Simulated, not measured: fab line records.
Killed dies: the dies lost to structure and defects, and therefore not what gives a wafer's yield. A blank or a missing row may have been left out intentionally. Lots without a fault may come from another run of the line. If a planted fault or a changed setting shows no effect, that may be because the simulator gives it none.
Split-lot trial / flow gf180mcu / 23 wafers read across 5 lots, on a route 602 steps long

SPLIT DETAILS
At GF_HV_LDD_IMPLANT_21, the setting dose-cm2 was moved away from the recipe's 5e+13 on 7 of the 23 wafers read, by -17.1% to -9.1%. For the rest of the wafers, this setting stayed at what the recipe calls for.

BETWEEN THE SPLIT AND THE READING: the file shows 1 step in between
- GF_HV_LDD_STRIP_22: strips in O2/N2

THE READING
HV_LDD_2_TW, at GF_HV_LDD_TW_MEAS_23. On this fab line, fault-free wafers typically give 1053 with a standard deviation of 21.

wafer=L076.3; tool, chamber at the split=implanter-04, 0; dose-cm2 as run=5e+13; against the recipe=recipe; HV_LDD_2_TW=1071; against lot-mates on the recipe=-
wafer=L076.4; tool, chamber at the split=implanter-04, 0; dose-cm2 as run=5e+13; against the recipe=recipe; HV_LDD_2_TW=1075; against lot-mates on the recipe=-
wafer=L076.5; tool, chamber at the split=implanter-04, 0; dose-cm2 as run=5e+13; against the recipe=recipe; HV_LDD_2_TW=1067; against lot-mates on the recipe=-
wafer=L078.1; tool, chamber at the split=implanter-03, 0; dose-cm2 as run=5e+13; against the recipe=recipe; HV_LDD_2_TW=1031; against lot-mates on the recipe=-
wafer=L078.2; tool, chamber at the split=implanter-03, 0; dose-cm2 as run=4.511e+13; against the recipe=-9.8%; HV_LDD_2_TW=988; against lot-mates on the recipe=-42
wafer=L078.4; tool, chamber at the split=implanter-03, 0; dose-cm2 as run=5e+13; against the recipe=recipe; HV_LDD_2_TW=1029; against lot-mates on the recipe=-
wafer=L078.5; tool, chamber at the split=implanter-03, 0; dose-cm2 as run=4.511e+13; against the recipe=-9.8%; HV_LDD_2_TW=988; against lot-mates on the recipe=-42
wafer=L078.6; tool, chamber at the split=implanter-03, 0; dose-cm2 as run=4.511e+13; against the recipe=-9.8%; HV_LDD_2_TW=990; against lot-mates on the recipe=-40
wafer=L079.1; tool, chamber at the split=implanter-03, 0; dose-cm2 as run=5e+13; against the recipe=recipe; HV_LDD_2_TW=1059; against lot-mates on the recipe=-
wafer=L079.2; tool, chamber at the split=implanter-03, 0; dose-cm2 as run=5e+13; against the recipe=recipe; HV_LDD_2_TW=1071; against lot-mates on the recipe=-
wafer=L079.3; tool, chamber at the split=implanter-03, 0; dose-cm2 as run=5e+13; against the recipe=recipe; HV_LDD_2_TW=1075; against lot-mates on the recipe=-
wafer=L079.5; tool, chamber at the split=implanter-03, 0; dose-cm2 as run=5e+13; against the recipe=recipe; HV_LDD_2_TW=1068; against lot-mates on the recipe=-
wafer=L079.6; tool, chamber at the split=implanter-03, 0; dose-cm2 as run=5e+13; against the recipe=recipe; HV_LDD_2_TW=1070; against lot-mates on the recipe=-
wafer=L082.1; tool, chamber at the split=implanter-04, 0; dose-cm2 as run=5e+13; against the recipe=recipe; HV_LDD_2_TW=1030; against lot-mates on the recipe=-
wafer=L082.2; tool, chamber at the split=implanter-04, 0; dose-cm2 as run=4.544e+13; against the recipe=-9.1%; HV_LDD_2_TW=1004; against lot-mates on the recipe=-27
wafer=L082.3; tool, chamber at the split=implanter-04, 0; dose-cm2 as run=5e+13; against the recipe=recipe; HV_LDD_2_TW=1031; against lot-mates on the recipe=-
wafer=L082.5; tool, chamber at the split=implanter-04, 0; dose-cm2 as run=5e+13; against the recipe=recipe; HV_LDD_2_TW=1032; against lot-mates on the recipe=-
wafer=L082.6; tool, chamber at the split=implanter-04, 0; dose-cm2 as run=4.544e+13; against the recipe=-9.1%; HV_LDD_2_TW=999; against lot-mates on the recipe=-32
wafer=L083.1; tool, chamber at the split=implanter-01, 0; dose-cm2 as run=5e+13; against the recipe=recipe; HV_LDD_2_TW=1070; against lot-mates on the recipe=-
wafer=L083.2; tool, chamber at the split=implanter-01, 0; dose-cm2 as run=5e+13; against the recipe=recipe; HV_LDD_2_TW=1075; against lot-mates on the recipe=-
wafer=L083.3; tool, chamber at the split=implanter-01, 0; dose-cm2 as run=5e+13; against the recipe=recipe; HV_LDD_2_TW=1066; against lot-mates on the recipe=-
wafer=L083.4; tool, chamber at the split=implanter-01, 0; dose-cm2 as run=4.147e+13; against the recipe=-17.1%; HV_LDD_2_TW=1004; against lot-mates on the recipe=-66
wafer=L083.5; tool, chamber at the split=implanter-01, 0; dose-cm2 as run=4.147e+13; against the recipe=-17.1%; HV_LDD_2_TW=1006; against lot-mates on the recipe=-64

THE FIT
A straight line over all 23 wafers: HV_LDD_2_TW changes by +4.47 for each +1% of dose-cm2; r = +0.79; the points scatter about the line by 21.
The same after taking each lot's own level away (the mean of its wafers on the recipe; 23 wafers): +3.85 for each +1%; r = +0.98; scatter 4.
According to that fit, moving dose-cm2 by its largest amount changes the reading by 66.
The lots' own levels span 1030.0 to 1071.0, that is 2.0 times the standard deviation above.
So the lot-to-lot level blurs the effect unless lot-mates are compared.
Check: -65.3 against its lot-mates is what the line predicts for one of the wafers moved furthest among these (-17.1%) when that wafer is left out of the fit. It came out at -66.3 against them.

OTHER SPLITS ON THESE WAFERS
Before the reading, these wafers also passed through other splits. Each is held against what the fit with the lots' levels taken away leaves over:
other split on the same wafers=GF_POLY_GATE_PEB_08 peb-time-s; wafers away from the commonest value=9; r with HV_LDD_2_TW (lot level and that fit taken away)=-0.17
other split on the same wafers=GF_HV_LDD_IMPLANT_09 dose-cm2; wafers away from the commonest value=4; r with HV_LDD_2_TW (lot level and that fit taken away)=-0.28
other split on the same wafers=GF_HV_LDD_DEVELOP_18 develop-time-s; wafers away from the commonest value=11; r with HV_LDD_2_TW (lot level and that fit taken away)=-0.31

THE FILE'S OWN FIT
HV_LDD_2_TW changes by +3.81 for each +1% of dose-cm2, r = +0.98.
